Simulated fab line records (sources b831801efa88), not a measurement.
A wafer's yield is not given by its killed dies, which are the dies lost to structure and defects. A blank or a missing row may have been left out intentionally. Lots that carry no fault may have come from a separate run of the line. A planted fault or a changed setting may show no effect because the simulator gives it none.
fab line records | flow sky130
record: lots: 5 | wafers: 27
route steps=708 shown CAPM@539 VIA3@573 VIA4@639
start_h: the number of hours between the record's first day and the start of the first shown wafer of the lot | wait_h: hours since the lot's step before | " same as the row above | L1.1+2: several wafers, shown together as one row | - no value present, or no start provided | * or withheld: withheld | < > ~ a bound
route shown NAME@n: NAME is a module with steps in the file, n the number in the route of the first one | usual: mean and standard deviation over wafers with no fault | same: alike in all rows | chamber/n: place in a boat | sites: each site's reading | _std_site: their standard deviation | _edge_site: inner sites' mean taken away from outer sites' mean | radius_mm: for every site, how far away it sits from the centre of the wafer | mask NAME#n: copy n | behind: the last tool/chamber to shape the wafer | hold: cause of the lot's hold/its duration in hours/its outcome | device: whichever transistor did not switch (one of n, p or np) | end of line: at the end of the route, the tests of the same wafers | a step given without rows: its recipe and nothing more | killed: the dies lost at the first sort to structure and to defects; this is not the yield of the wafer | map: a wafer's dies, x killed, . not, _ none there
set.NAME: the setting that was run; set.NAME@STEP: the one run at that earlier step | model.NAME: the simulator's own value behind a step, which no gauge read
lots with deliberately changed settings; one table per step, one row per wafer
== steps ==
step: SKY_CAPM_SPUTTER_02
recipe: material: TiN | target_thk_nm: 200 | temp_c: 300 | power_w: 6500 | time_s: 166.7 | chamber_pressure_pa: 0.4
lot.wafer | tool           | chamber | start_h | wait_h | set.time_s | model.TiN_of_CAPM_SPUTTER_02.thk_nm
L074.1    | pvd_sputter-04 | -       | 848.90  | 0.1    | 103.6      | 121.1
L074.2    | "              | -       | "       | "      | 103.6      | 124.5
L074.3    | "              | -       | "       | "      | 166.7      | 201.2
L074.4    | "              | -       | "       | "      | 166.7      | 198.4
L074.5    | "              | -       | "       | "      | 166.7      | 198.7
L074.6    | "              | -       | "       | "      | 103.6      | 124.8
L076.3    | pvd_sputter-04 | -       | 871.17  | 0.0    | 166.7      | 201.5
L076.4    | "              | -       | "       | "      | 166.7      | 198.8
L076.5    | "              | -       | "       | "      | 166.7      | 198
L081.1    | pvd_sputter-02 | -       | 911.83  | 0.1    | 255.7      | 308.4
L081.2    | "              | -       | "       | "      | 255.7      | 310.1
L081.3    | "              | -       | "       | "      | 166.7      | 197.6
L081.4    | "              | -       | "       | "      | 255.7      | 305.9
L081.5    | "              | -       | "       | "      | 166.7      | 202.8
L081.6    | "              | -       | "       | "      | 166.7      | 197.3
L082.1    | pvd_sputter-02 | -       | 918.47  | 0.1    | 113.9      | 140
L082.2    | "              | -       | "       | "      | 113.9      | 135.9
L082.3    | "              | -       | "       | "      | 113.9      | 135.1
L082.4    | "              | -       | "       | "      | 166.7      | 201.7
L082.5    | "              | -       | "       | "      | 166.7      | 200.3
L082.6    | "              | -       | "       | "      | 166.7      | 199.6
L084.1    | pvd_sputter-03 | -       | 934.64  | 0.1    | 166.7      | 197.6
L084.2    | "              | -       | "       | "      | 166.7      | 196.8
L084.3    | "              | -       | "       | "      | 166.7      | 201.4
L084.4    | "              | -       | "       | "      | 166.7      | 198.8
L084.5    | "              | -       | "       | "      | 166.7      | 197.1
L084.6    | "              | -       | "       | "      | 166.7      | 199.6
step: SKY_CAPM_RS_MEAS_03
recipe: thk_meas_gauge: four-point-probe | reads: TiN_of_CAPM_SPUTTER_02
usual: CAPM_TIN_RS: 6.93/0.072
lot.wafer | tool          | chamber | start_h | wait_h | set.time_s@CAPM_SPUTTER_02 | CAPM_TIN_RS[ohm/sq]
L074.1    | film_metro-03 | -       | 849.01  | 0.1    | 103.6                      | 11.58
L074.2    | "             | -       | "       | "      | 103.6                      | 11.25
L074.3    | "             | -       | "       | "      | 166.7                      | 6.87
L074.4    | "             | -       | "       | "      | 166.7                      | 6.98
L074.5    | "             | -       | "       | "      | 166.7                      | 6.95
L074.6    | "             | -       | "       | "      | 103.6                      | 11.22
L076.3    | film_metro-01 | -       | 871.32  | 0.1    | 166.7                      | 6.85
L076.4    | "             | -       | "       | "      | 166.7                      | 6.94
L076.5    | "             | -       | "       | "      | 166.7                      | 6.99
L081.1    | film_metro-03 | -       | 911.94  | 0.1    | 255.7                      | 4.44
L081.2    | "             | -       | "       | "      | 255.7                      | 4.42
L081.3    | "             | -       | "       | "      | 166.7                      | 7.00
L081.4    | "             | -       | "       | "      | 255.7                      | 4.49
L081.5    | "             | -       | "       | "      | 166.7                      | 6.82
L081.6    | "             | -       | "       | "      | 166.7                      | 7.02
L082.1    | film_metro-03 | -       | 918.58  | 0.1    | 113.9                      | 9.98
L082.2    | "             | -       | "       | "      | 113.9                      | 10.28
L082.3    | "             | -       | "       | "      | 113.9                      | 10.35
L082.4    | "             | -       | "       | "      | 166.7                      | 6.84
L082.5    | "             | -       | "       | "      | 166.7                      | 6.90
L082.6    | "             | -       | "       | "      | 166.7                      | 6.93
L084.1    | film_metro-03 | -       | 934.75  | 0.1    | 166.7                      | 7.00
L084.2    | "             | -       | "       | "      | 166.7                      | 7.02
L084.3    | "             | -       | "       | "      | 166.7                      | 6.88
L084.4    | "             | -       | "       | "      | 166.7                      | 6.95
L084.5    | "             | -       | "       | "      | 166.7                      | 7.02
L084.6    | "             | -       | "       | "      | 166.7                      | 6.93
step: SKY_CAPM_THK_MEAS_04
recipe: thk_meas_gauge: xrf | reads: TiN_of_CAPM_SPUTTER_02
usual: CAPM_TIN_THK: 200.9/2.3
lot.wafer | tool          | chamber | start_h | wait_h | set.time_s@CAPM_SPUTTER_02 | CAPM_TIN_THK[nm]
L074.1    | film_metro-03 | -       | 849.13  | 0.1    | 103.6                      | 121.8
L074.2    | "             | -       | "       | "      | 103.6                      | 125.9
L074.3    | "             | -       | "       | "      | 166.7                      | 202.2
L074.4    | "             | -       | "       | "      | 166.7                      | 199.4
L074.5    | "             | -       | "       | "      | 166.7                      | 199.3
L074.6    | "             | -       | "       | "      | 103.6                      | 125.0
L076.3    | film_metro-01 | -       | 871.42  | 0.1    | 166.7                      | 203.5
L076.4    | "             | -       | "       | "      | 166.7                      | 201.1
L076.5    | "             | -       | "       | "      | 166.7                      | 199.5
L081.1    | film_metro-03 | -       | 912.06  | 0.1    | 255.7                      | 309.9
L081.2    | "             | -       | "       | "      | 255.7                      | 313.1
L081.3    | "             | -       | "       | "      | 166.7                      | 199.2
L081.4    | "             | -       | "       | "      | 255.7                      | 309.2
L081.5    | "             | -       | "       | "      | 166.7                      | 203.9
L081.6    | "             | -       | "       | "      | 166.7                      | 199.1
L082.1    | film_metro-03 | -       | 918.70  | 0.1    | 113.9                      | 140.7
L082.2    | "             | -       | "       | "      | 113.9                      | 137.3
L082.3    | "             | -       | "       | "      | 113.9                      | 136.3
L082.4    | "             | -       | "       | "      | 166.7                      | 202.6
L082.5    | "             | -       | "       | "      | 166.7                      | 202.4
L082.6    | "             | -       | "       | "      | 166.7                      | 201.3
L084.1    | film_metro-03 | -       | 934.87  | 0.1    | 166.7                      | 198.2
L084.2    | "             | -       | "       | "      | 166.7                      | 198.2
L084.3    | "             | -       | "       | "      | 166.7                      | 202.5
L084.4    | "             | -       | "       | "      | 166.7                      | 199.8
L084.5    | "             | -       | "       | "      | 166.7                      | 197.9
L084.6    | "             | -       | "       | "      | 166.7                      | 200.9
step: SKY_CAPM_DEHYDRATE_05
recipe: temp_c: 200 | time_s: 60
step: SKY_CAPM_HMDS_06
recipe: prime_time_s: 60 | prime_temp_c: 120
step: SKY_CAPM_DEVELOP_11
recipe: resist: NOVOLAK | developer: TMAH | develop_time_s: 60 | dev_temp_c: 23
step: SKY_CAPM_METAL_ETCH_13
recipe: target_depth_nm: 220 | stop_on: SiO2 | chemistry: Cl2/BCl3 | target: TiN | pressure_mtorr: 10 | icp_w: 900 | bias_w: 48.5 | Cl2_flow_sccm: 60 | bcl3_flow_sccm: 30 | time_s: 62.9
usual: oes_product_au: 0.940/0.0068
lot.wafer | tool         | chamber | start_h | wait_h | set.time_s@CAPM_SPUTTER_02 | oes_product_au
L074.1    | rie_metal-01 | 0       | 874.77  | 0.0    | 103.6                      | 0.731
L074.2    | "            | 0       | "       | "      | 103.6                      | 0.725
L074.3    | "            | 0       | "       | "      | 166.7                      | 0.935
L074.4    | "            | 0       | "       | "      | 166.7                      | 0.940
L074.5    | "            | 0       | "       | "      | 166.7                      | 0.930
L074.6    | "            | 0       | "       | "      | 103.6                      | 0.730
L076.3    | rie_metal-02 | 0       | 896.49  | 0.0    | 166.7                      | 0.955
L076.4    | "            | 1       | "       | "      | 166.7                      | 0.940
L076.5    | "            | 0       | "       | "      | 166.7                      | 0.942
L081.1    | rie_metal-04 | 1       | 935.91  | 0.0    | 255.7                      | 0.983
L081.2    | "            | 0       | "       | "      | 255.7                      | 1.008
L081.3    | "            | 1       | "       | "      | 166.7                      | 0.933
L081.4    | "            | 0       | "       | "      | 255.7                      | 1.003
L081.5    | "            | 0       | "       | "      | 166.7                      | 0.948
L081.6    | "            | 1       | "       | "      | 166.7                      | 0.932
L082.1    | rie_metal-04 | 1       | 942.66  | 0.0    | 113.9                      | 0.775
L082.2    | "            | 0       | "       | "      | 113.9                      | 0.770
L082.3    | "            | 1       | "       | "      | 113.9                      | 0.756
L082.4    | "            | 0       | "       | "      | 166.7                      | 0.948
L082.5    | "            | 0       | "       | "      | 166.7                      | 0.945
L082.6    | "            | 1       | "       | "      | 166.7                      | 0.941
L084.1    | rie_metal-02 | 1       | 958.77  | 0.0    | 166.7                      | 0.927
L084.2    | "            | 0       | "       | "      | 166.7                      | 0.929
L084.3    | "            | 0       | "       | "      | 166.7                      | 0.938
L084.4    | "            | 1       | "       | "      | 166.7                      | 0.935
L084.5    | "            | 0       | "       | "      | 166.7                      | 0.937
L084.6    | "            | 1       | "       | "      | 166.7                      | 0.940
step: SKY_VIA3_HDPCVD_00
recipe: material: SiO2 | target_thk_nm: 1635 | sigma_open_frac: 0.3 | time_s: 272.5 | temp_c: 400 | sih4_flow_sccm: 60 | pressure_mtorr: 6
lot.wafer | tool      | chamber | start_h | wait_h | set.time_s | model.SiO2_of_VIA3_HDPCVD_00.thk_nm
L074.1    | hdpcvd-02 | 1       | 901.38  | 0.0    | 354.6      | 2097
L074.2    | "         | 2       | "       | "      | 272.5      | 1626
L074.3+6  | "         | 0,1     | "       | "      | 354.6      | 2096
L074.4    | "         | 0       | "       | "      | 272.5      | 1601
L074.5    | "         | 2       | "       | "      | 272.5      | 1598
L076.3    | hdpcvd-02 | 1       | 923.44  | 0.0    | 272.5      | 1617
L076.4    | "         | 1       | "       | "      | 272.5      | 1590
L076.5    | "         | 2       | "       | "      | 272.5      | 1614
L081.1    | hdpcvd-02 | 2       | 961.59  | 0.0    | 272.5      | 1619
L081.2    | "         | 0       | "       | "      | 272.5      | 1612
L081.3    | "         | 1       | "       | "      | 196.9      | 1139
L081.4    | "         | 1       | "       | "      | 196.9      | 1165
L081.5    | "         | 2       | "       | "      | 272.5      | 1624
L081.6    | "         | 0       | "       | "      | 196.9      | 1152
L082.1    | hdpcvd-01 | 2       | 967.91  | 0.0    | 272.5      | 1649
L082.2    | "         | 0       | "       | "      | 414.3      | 2503
L082.3    | "         | 1       | "       | "      | 272.5      | 1636
L082.4    | "         | 2       | "       | "      | 272.5      | 1652
L082.5    | "         | 1       | "       | "      | 414.3      | 2505
L082.6    | "         | 0       | "       | "      | 414.3      | 2498
L084.1+5  | hdpcvd-01 | 2,0     | 984.44  | 0.0    | 176.4      | 1055
L084.2    | "         | 0       | "       | "      | 272.5      | 1646
L084.3    | "         | 1       | "       | "      | 176.4      | 1072
L084.4    | "         | 2       | "       | "      | 272.5      | 1631
L084.6    | "         | 1       | "       | "      | 272.5      | 1642
step: SKY_VIA3_THK_MEAS_01
recipe: reads: SiO2_of_VIA3_HDPCVD_00
usual: VIA3_HDPCVD_THK: 1625/25
lot.wafer | tool          | chamber | start_h | wait_h | set.time_s@VIA3_HDPCVD_00 | VIA3_HDPCVD_THK[nm]
L074.1    | film_metro-04 | -       | 901.55  | 0.1    | 354.6                     | 2098
L074.2    | "             | -       | "       | "      | 272.5                     | 1626
L074.3    | "             | -       | "       | "      | 354.6                     | 2094
L074.4    | "             | -       | "       | "      | 272.5                     | 1601
L074.5    | "             | -       | "       | "      | 272.5                     | 1598
L074.6    | "             | -       | "       | "      | 354.6                     | 2095
L076.3    | film_metro-01 | -       | 923.63  | 0.1    | 272.5                     | 1616
L076.4    | "             | -       | "       | "      | 272.5                     | 1589
L076.5    | "             | -       | "       | "      | 272.5                     | 1615
L081.1    | film_metro-02 | -       | 961.76  | 0.1    | 272.5                     | 1621
L081.2    | "             | -       | "       | "      | 272.5                     | 1613
L081.3    | "             | -       | "       | "      | 196.9                     | 1138
L081.4    | "             | -       | "       | "      | 196.9                     | 1165
L081.5    | "             | -       | "       | "      | 272.5                     | 1623
L081.6    | "             | -       | "       | "      | 196.9                     | 1152
L082.1    | film_metro-04 | -       | 968.08  | 0.1    | 272.5                     | 1650
L082.2    | "             | -       | "       | "      | 414.3                     | 2504
L082.3    | "             | -       | "       | "      | 272.5                     | 1636
L082.4    | "             | -       | "       | "      | 272.5                     | 1653
L082.5    | "             | -       | "       | "      | 414.3                     | 2504
L082.6    | "             | -       | "       | "      | 414.3                     | 2496
L084.1    | film_metro-04 | -       | 984.61  | 0.1    | 176.4                     | 1054
L084.2    | "             | -       | "       | "      | 272.5                     | 1645
L084.3    | "             | -       | "       | "      | 176.4                     | 1072
L084.4    | "             | -       | "       | "      | 272.5                     | 1631
L084.5    | "             | -       | "       | "      | 176.4                     | 1055
L084.6    | "             | -       | "       | "      | 272.5                     | 1640
step: SKY_VIA4_HDPCVD_00
recipe: material: SiO2 | target_thk_nm: 1750 | sigma_open_frac: 0.3 | time_s: 291.7 | temp_c: 400 | sih4_flow_sccm: 60 | pressure_mtorr: 6
lot.wafer | tool      | chamber | start_h | wait_h | set.time_s | model.SiO2_of_VIA4_HDPCVD_00.thk_nm
L074.1    | hdpcvd-02 | 0       | 977.95  | 0.0    | 447.5      | 2645
L074.2    | "         | 2       | "       | "      | 291.7      | 1711
L074.3    | "         | 0       | "       | "      | 291.7      | 1717
L074.4    | "         | 2       | "       | "      | 291.7      | 1732
L074.5    | "         | 0       | "       | "      | 447.5      | 2641
L074.6    | "         | 2       | "       | "      | 447.5      | 2652
L076.3    | hdpcvd-01 | 2       | 1000.69 | 0.0    | 291.7      | 1767
L076.4    | "         | 1       | "       | "      | 291.7      | 1745
L076.5    | "         | 2       | "       | "      | 291.7      | 1764
L081.1    | hdpcvd-02 | 2       | 1035.24 | 0.0    | 291.7      | 1738
L081.2    | "         | 0       | "       | "      | 291.7      | 1749
L081.3    | "         | 1       | "       | "      | 291.7      | 1703
L081.4    | "         | 0       | "       | "      | 291.7      | 1752
L081.5    | "         | 2       | "       | "      | 291.7      | 1724
L081.6    | "         | 1       | "       | "      | 291.7      | 1720
L082.1    | hdpcvd-02 | 2       | 1040.65 | 0.0    | 432.5      | 2592
L082.2    | "         | 1       | "       | "      | 432.5      | 2566
L082.3    | "         | 0       | "       | "      | 291.7      | 1752
L082.4    | "         | 2       | "       | "      | 291.7      | 1729
L082.5    | "         | 0       | "       | "      | 432.5      | 2591
L082.6    | "         | 1       | "       | "      | 291.7      | 1722
L084.1    | hdpcvd-01 | 2       | 1056.70 | 0.0    | 291.7      | 1735
L084.2    | "         | 0       | "       | "      | 176.9      | 1066
L084.3    | "         | 1       | "       | "      | 176.9      | 1017
L084.4    | "         | 2       | "       | "      | 291.7      | 1744
L084.5    | "         | 1       | "       | "      | 176.9      | 1022
L084.6    | "         | 0       | "       | "      | 291.7      | 1753
step: SKY_VIA4_THK_MEAS_01
recipe: reads: SiO2_of_VIA4_HDPCVD_00
usual: VIA4_HDPCVD_THK: 1741/22
lot.wafer | tool          | chamber | start_h | wait_h | set.time_s@VIA4_HDPCVD_00 | VIA4_HDPCVD_THK[nm]
L074.1    | film_metro-02 | -       | 978.22  | 0.2    | 447.5                     | 2645
L074.2    | "             | -       | "       | "      | 291.7                     | 1711
L074.3    | "             | -       | "       | "      | 291.7                     | 1716
L074.4    | "             | -       | "       | "      | 291.7                     | 1732
L074.5    | "             | -       | "       | "      | 447.5                     | 2640
L074.6    | "             | -       | "       | "      | 447.5                     | 2652
L076.3    | film_metro-02 | -       | 1000.89 | 0.1    | 291.7                     | 1766
L076.4    | "             | -       | "       | "      | 291.7                     | 1745
L076.5    | "             | -       | "       | "      | 291.7                     | 1765
L081.1    | film_metro-02 | -       | 1035.42 | 0.1    | 291.7                     | 1739
L081.2    | "             | -       | "       | "      | 291.7                     | 1748
L081.3    | "             | -       | "       | "      | 291.7                     | 1704
L081.4    | "             | -       | "       | "      | 291.7                     | 1752
L081.5    | "             | -       | "       | "      | 291.7                     | 1725
L081.6    | "             | -       | "       | "      | 291.7                     | 1719
L082.1    | film_metro-04 | -       | 1040.83 | 0.1    | 432.5                     | 2593
L082.2    | "             | -       | "       | "      | 432.5                     | 2567
L082.3    | "             | -       | "       | "      | 291.7                     | 1752
L082.4    | "             | -       | "       | "      | 291.7                     | 1729
L082.5    | "             | -       | "       | "      | 432.5                     | 2591
L082.6    | "             | -       | "       | "      | 291.7                     | 1723
L084.1    | film_metro-04 | -       | 1056.88 | 0.1    | 291.7                     | 1733
L084.2    | "             | -       | "       | "      | 176.9                     | 1066
L084.3    | "             | -       | "       | "      | 176.9                     | 1017
L084.4    | "             | -       | "       | "      | 291.7                     | 1743
L084.5    | "             | -       | "       | "      | 176.9                     | 1023
L084.6    | "             | -       | "       | "      | 291.7                     | 1753
== key ==
split: step: SKY_CAPM_SPUTTER_02 | setting: time_s | stated: 166.7 | by: wafer
response: step: SKY_CAPM_SPUTTER_02 | reading: model.TiN_of_CAPM_SPUTTER_02.thk_nm | change: +2.02 | per: 1% | r: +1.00
response: step: SKY_CAPM_RS_MEAS_03 | reading: CAPM_TIN_RS | change: -0.0767 | per: 1% | r: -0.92
response: step: SKY_CAPM_THK_MEAS_04 | reading: CAPM_TIN_THK | change: +2.04 | per: 1% | r: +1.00
response: step: SKY_CAPM_METAL_ETCH_13 | reading: oes_product_au | shape: bent | at_lowest: 0.729 | at_stated: 0.939 | at_highest: 0.998
split: step: SKY_VIA3_HDPCVD_00 | setting: time_s | stated: 272.5 | by: wafer
response: step: SKY_VIA3_HDPCVD_00 | reading: model.SiO2_of_VIA3_HDPCVD_00.thk_nm | change: +16.5 | per: 1% | r: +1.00
response: step: SKY_VIA3_THK_MEAS_01 | reading: VIA3_HDPCVD_THK | change: +16.4 | per: 1% | r: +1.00
split: step: SKY_VIA4_HDPCVD_00 | setting: time_s | stated: 291.7 | by: wafer
response: step: SKY_VIA4_HDPCVD_00 | reading: model.SiO2_of_VIA4_HDPCVD_00.thk_nm | change: +17.6 | per: 1% | r: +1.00
response: step: SKY_VIA4_THK_MEAS_01 | reading: VIA4_HDPCVD_THK | change: +17.6 | per: 1% | r: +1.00
